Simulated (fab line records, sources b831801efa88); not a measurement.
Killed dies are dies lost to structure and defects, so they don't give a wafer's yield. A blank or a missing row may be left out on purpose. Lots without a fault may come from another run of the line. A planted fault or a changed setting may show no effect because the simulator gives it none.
fab line records | flow sfq_line
record lots=6 wafers=16 last_day=76
route steps=325 shown I7@301 M8@311
lots that met no fault: from a run of the same line without faults
start_h: hours from the record's first day to the start of the lot's first wafer shown | wait_h: hours since the lot's step before | " the same as in the row above | L1.1+2: a row that stands for several wafers | - no value, or no start given | * or withheld: withheld | < > ~ a bound
route shown NAME@n: a module of which the file shows steps, and the number in the route of the first | usual: mean/standard deviation of fault-free wafers | same: alike in all rows | chamber/n: place in a boat | sites: the reading at each site | _std_site: their standard deviation | _edge_site: outer sites' mean less inner sites' | radius_mm: how far each site lies from the wafer's centre | mask NAME#n: copy n | behind: the tool/chamber that last shaped the wafer | hold: why the lot was held/for how many hours/how that ended | device: the transistor (n, p or np) that didn't switch | end of line: the same wafers' tests at the end of the route | a step without rows: its recipe alone | killed: dies lost to structure and defects at the first sort, not the wafer's yield | map: a wafer's dies, x killed, . not, _ none there
set.NAME: the setting as run; set.NAME@STEP: as run at that earlier step | model.NAME: the simulator's own value behind a step, which no gauge read
lots at some steps of the route; a table a step, a row a wafer
services: from which hour (start_h, from the record's first day; less than 0 if before it) a tool's chamber was out of use, for how many hours, and why
## steps
# step SFQ_TRILAYER_I7_VIA_LITHO_COAT_187
# recipe resist=KrF spin_rpm=3000 resist_thk_nm=650
# step SFQ_TRILAYER_I7_VIA_LITHO_SOFTBAKE_191
# recipe temp_c=withheld time_s=withheld resist=KrF
# step SFQ_TRILAYER_I7_VIA_LITHO_EXPOSE_188
# recipe mask_id=I7 na=0.6 source_shape=conventional sigma_outer=0.65 target_cd_nm=1000 dose_mj=21.3
# step SFQ_TRILAYER_I7_VIA_LITHO_PEB_190
# recipe peb_temp_c=115 peb_time_s=60 resist=KrF
# step SFQ_TRILAYER_I7_VIA_LITHO_DEVELOP_189
# recipe time_s=60 resist=KrF
# step SFQ_I7_OVL_MEAS_947
# usual I7_OVL=1/4.4
# columns lot.wafer tool chamber start_h wait_h I7_OVL[nm]
L193.1 overlay-02 - 1644.85 0.1 5
L193.3 " - " " 6
L193.5 " - " " 12
L201.5 overlay-01 - 1695.38 0.0 4
L201.6 " - " " 7
L204.1 overlay-01 - 1725.44 0.1 0
L204.3 " - " " 4
L207.2 overlay-01 - 1736.25 0.1 -7
L207.3 " - " " -6
L207.6 " - " " -7
L211.3 overlay-02 - 1754.25 0.1 -4
L211.4 " - " " -4
L211.6 " - " " -5
L212.1 overlay-01 - 1757.84 0.1 0
L212.4 " - " " 9
L212.6 " - " " 10
# step SFQ_TRILAYER_I7_VIA_BARC_OPEN_VIA_ETCH_260
# recipe mask_material=PR chemistry=O2 target_depth_nm=125 target=BARC source_w=500 bias_w=80 pressure_mtorr=30 time_s=41.7
# usual drypump_motor_current_A=5.85/0.27 oes_product_au=0.685/0.0044
# columns lot.wafer tool chamber start_h wait_h drypump_motor_current_A oes_product_au rf_hours_counter_h
L193.1 rie_diel-02 0 1644.89 0.0 6.01 0.689 17
L193.3 " 3 " " 5.79 0.681 27
L193.5 " 3 " " 5.81 0.688 -
L201.5 rie_diel-04 3 1695.41 0.0 5.82 0.687 -
L201.6 " 0 " " 5.72 0.690 -
L204.1 rie_diel-04 1 1725.48 0.0 5.80 0.685 21
L204.3 " 0 " " 5.73 0.677 20
L207.2 rie_diel-02 2 1736.28 0.0 6.16 0.687 1
L207.3 " 3 " " 5.79 0.693 1
L207.6 " 0 " " 6.00 0.687 -
L211.3 rie_diel-04 3 1754.28 0.0 5.86 0.685 24
L211.4 " 2 " " 5.85 0.676 13
L211.6 " 3 " " 5.81 0.686 -
L212.1 rie_diel-02 2 1757.88 0.0 6.15 0.692 2
L212.4 " 3 " " 5.79 0.681 2
L212.6 " 1 " " 6.14 0.695 -
# step SFQ_TRILAYER_I7_VIA_ETCH_VIA_ETCH_190
# recipe target=SiO2 stop_on=Nb mask_material=PR taper_deg=20 chemistry=CHF3 target_depth_nm=260 source_w=500 bias_w=80 pressure_mtorr=30 time_s=withheld
# usual drypump_motor_current_A=5.85/0.26 oes_product_au=0.854/0.0059
# columns lot.wafer tool chamber start_h wait_h drypump_motor_current_A oes_product_au
L193.1 rie_diel-02 0 1644.93 0.0 6.02 0.852
L193.3 " 3 " " 5.78 0.855
L193.5 " 3 " " 5.78 0.858
L201.5 rie_diel-04 3 1695.48 0.1 5.83 0.851
L201.6 " 0 " " 5.70 0.860
L204.1 rie_diel-04 1 1725.52 0.0 5.79 0.861
L204.3 " 0 " " 5.72 0.864
L207.2 rie_diel-02 2 1736.32 0.0 6.14 0.856
L207.3 " 3 " " 5.78 0.855
L207.6 " 0 " " 5.98 0.854
L211.3 rie_diel-04 3 1754.32 0.0 5.82 0.865
L211.4 " 2 " " 5.84 0.865
L211.6 " 3 " " 5.79 0.858
L212.1 rie_diel-02 2 1757.92 0.0 6.14 0.852
L212.4 " 3 " " 5.79 0.851
L212.6 " 1 " " 6.13 0.843
# step SFQ_TRILAYER_I7_VIA_STRIP_STRIP_191
# recipe gas=O2 power_w=200 platen_temp_c=40 overash_fraction=0.65 chemistry=O2 pressure_mtorr=50
# usual drypump_motor_current_A=5.7/0.42 oes_product_au=1.009/0.012
# same overash_fraction=0.65
# columns lot.wafer tool chamber start_h wait_h drypump_motor_current_A oes_product_au rf_hours_counter_h
L193.1 rie_metal-04 1 1645.04 - 5.8 0.986 8
L193.3 " 1 " " 5.8 0.998 -
L193.5 " 1 " " 5.8 0.996 -
L201.5 rie_metal-04 0 1695.94 - 6.0 1.025 -
L201.6 " 1 " " 5.8 0.999 -
L204.1 rie_metal-04 0 1725.63 - 6.0 1.010 37
L204.3 " 0 " " 6.0 1.014 -
L207.2 rie_metal-04 0 1736.43 - 6.0 1.013 39
L207.3 " 1 " " 5.8 1.014 -
L207.6 " 1 " " 5.8 1.008 -
L211.3 rie_metal-02 1 1754.63 - 5.6 0.997 -
L211.4 " 0 " " 6.3 1.003 -
L211.6 " 1 " " 5.6 0.995 -
L212.1 rie_metal-03 0 1758.03 - 5.1 1.017 52
L212.4 " 1 " " 5.3 1.007 -
L212.6 " 1 " " 5.3 0.998 -
# step SFQ_TRILAYER_I7_VIA_STRIP_SOLV_CLEAN_192
# recipe chemistry=NMP temp_c=70 time_s=600
# step SFQ_TRILAYER_M8_LITHO_LOR_COAT_197
# recipe resist=lift-off spin_rpm=3000
# step SFQ_TRILAYER_M8_LITHO_LOR_BAKE_198
# recipe resist=lift-off temp_c=withheld time_s=withheld
# step SFQ_TRILAYER_M8_LITHO_COAT_193
# recipe resist=KrF spin_rpm=3000 resist_thk_nm=600
# usual dispense_pressure_kPa=49/5.6
# columns lot.wafer tool chamber start_h wait_h dispense_pressure_kPa model.KrF_of_TRILAYER_M8_LITHO_COAT_193.thk_nm
L193.1 litho_track-02 0 1646 - 55 603.9
L193.3 " 0 " " 55 604
L193.5 " 0 " " 55 603.1
L201.5 litho_track-02 0 1697 - 56 601.4
L201.6 " 0 " " 55 633.2
L204.1 litho_track-02 0 1727 - 55 601.3
L204.3 " 0 " " 56 635.4
L207.2 litho_track-04 0 1738 - 44 599.2
L207.3 " 0 " " 44 599.8
L207.6 " 0 " " 44 599.2
L211.3 litho_track-04 0 1756 - 44 600.3
L211.4 " 0 " " 44 601.8
L211.6 " 0 " " 44 598.4
L212.1 litho_track-03 0 1759 - 46 601.3
L212.4 " 0 " " 46 602.4
L212.6 " 0 " " 46 600.6
# step SFQ_TRILAYER_M8_LITHO_SOFTBAKE_199
# recipe temp_c=withheld time_s=withheld resist=KrF
# step SFQ_TRILAYER_M8_LITHO_EXPOSE_194
# recipe mask_id=M8 na=0.6 source_shape=conventional sigma_outer=0.65 target_cd_nm=2000 dose_mj=14.4
# step SFQ_TRILAYER_M8_LITHO_PEB_196
# recipe peb_temp_c=115 peb_time_s=60 resist=KrF
# step SFQ_TRILAYER_M8_LITHO_DEVELOP_195
# recipe img_clear_s=15 time_s=55 resist=KrF
# columns lot.wafer tool chamber start_h wait_h model.KrF_of_TRILAYER_M8_LITHO_COAT_193.thk_nm
L193.1+3 litho_track-03 0 1666.94 0.1 579.7
L193.5 " 0 " " 578.9
L201.5 litho_track-02 0 1708.58 0.1 577.2
L201.6 " 0 " " 609
L204.1 litho_track-04 0 1731.39 0.1 577
L204.3 " 0 " " 611.1
L207.2 litho_track-03 0 1746.23 0.1 574.9
L207.3 " 0 " " 575.5
L207.6 " 0 " " 575
L211.3 litho_track-03 0 1828.46 0.1 576.1
L211.4 " 0 " " 577.6
L211.6 " 0 " " 574.1
L212.1 litho_track-02 0 1833.22 0.1 577
L212.4 " 0 " " 578.1
L212.6 " 0 " " 576.4
# step SFQ_M8_OVL_MEAS_948
# usual M8_OVL=-1/5.3
# columns lot.wafer tool chamber start_h wait_h M8_OVL[nm]
L193.1 overlay-02 - 1667.08 0.1 1
L193.3 " - " " 4
L193.5 " - " " -4
L201.5 overlay-02 - 1708.65 0.0 -4
L201.6 " - " " -9
L204.1 overlay-02 - 1731.53 0.1 2
L204.3 " - " " 2
L207.2 overlay-01 - 1746.36 0.1 -9
L207.3 " - " " -12
L207.6 " - " " -8
L211.3 overlay-02 - 1828.57 0.1 -4
L211.4 " - " " -2
L211.6 " - " " -1
L212.1 overlay-02 - 1833.36 0.1 5
L212.4 " - " " -2
L212.6 " - " " -10
## services
# columns tool chamber start_h hours kind
rie_diel-02 1 1625.78 - clean
rie_diel-02 1 1625.78 18.3 scheduled_down
rie_diel-02 1 1625.78 18.3 vent_cycle
rie_metal-02 - 1632.57 2.8 pm
rie_diel-02 - 1635.43 0.9 repair
rie_metal-03 - 1636.12 0.2 repair
rie_diel-02 2 1644.04 - clean
rie_diel-02 2 1644.04 14.2 scheduled_down
rie_diel-02 2 1644.04 14.2 vent_cycle
rie_diel-02 3 1658.24 - clean
rie_diel-02 3 1658.24 20.3 scheduled_down
rie_diel-02 3 1658.24 20.3 vent_cycle
rie_metal-04 1 1661.55 25.4 repair
rie_diel-04 2 1665.63 2.2 repair
rie_diel-02 2 1666.23 10.3 repair
rie_metal-04 - 1666.38 0.6 repair
rie_diel-02 1 1776.28 3.2 repair
rie_diel-04 1 1781.06 - clean
rie_diel-04 1 1781.06 17.8 scheduled_down
rie_diel-04 1 1781.06 17.8 vent_cycle
rie_diel-04 3 1785.77 10.5 repair
rie_diel-02 2 1798.16 13.2 repair
rie_diel-04 3 1807.48 - clean
rie_diel-04 3 1807.48 12.4 scheduled_down
## key
first_sign none at tools or gauges
model_effect step=SFQ_TRILAYER_M8_LITHO_COAT_193 value=KrF_of_TRILAYER_M8_LITHO_COAT_193.thk_nm without=600.7 struck=634.3
model_effect step=SFQ_TRILAYER_M8_LITHO_DEVELOP_195 value=KrF_of_TRILAYER_M8_LITHO_COAT_193.thk_nm without=576.5 struck=610.1
met_at SFQ_TRILAYER_M8_LITHO_COAT_193
struck_wafers L201.6,L204.3
onset_between 1646 1697
fault kind=process_parameter_drift tool=litho_track-02 chamber=- onset_h=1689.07 steps=SFQ_TRILAYER_M8_LITHO_COAT_193 channel=resist_thk_nm offset=33.549 shape=step end_h=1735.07 scope=struck_wafers_only acts_in=these_recipes_only stated=600
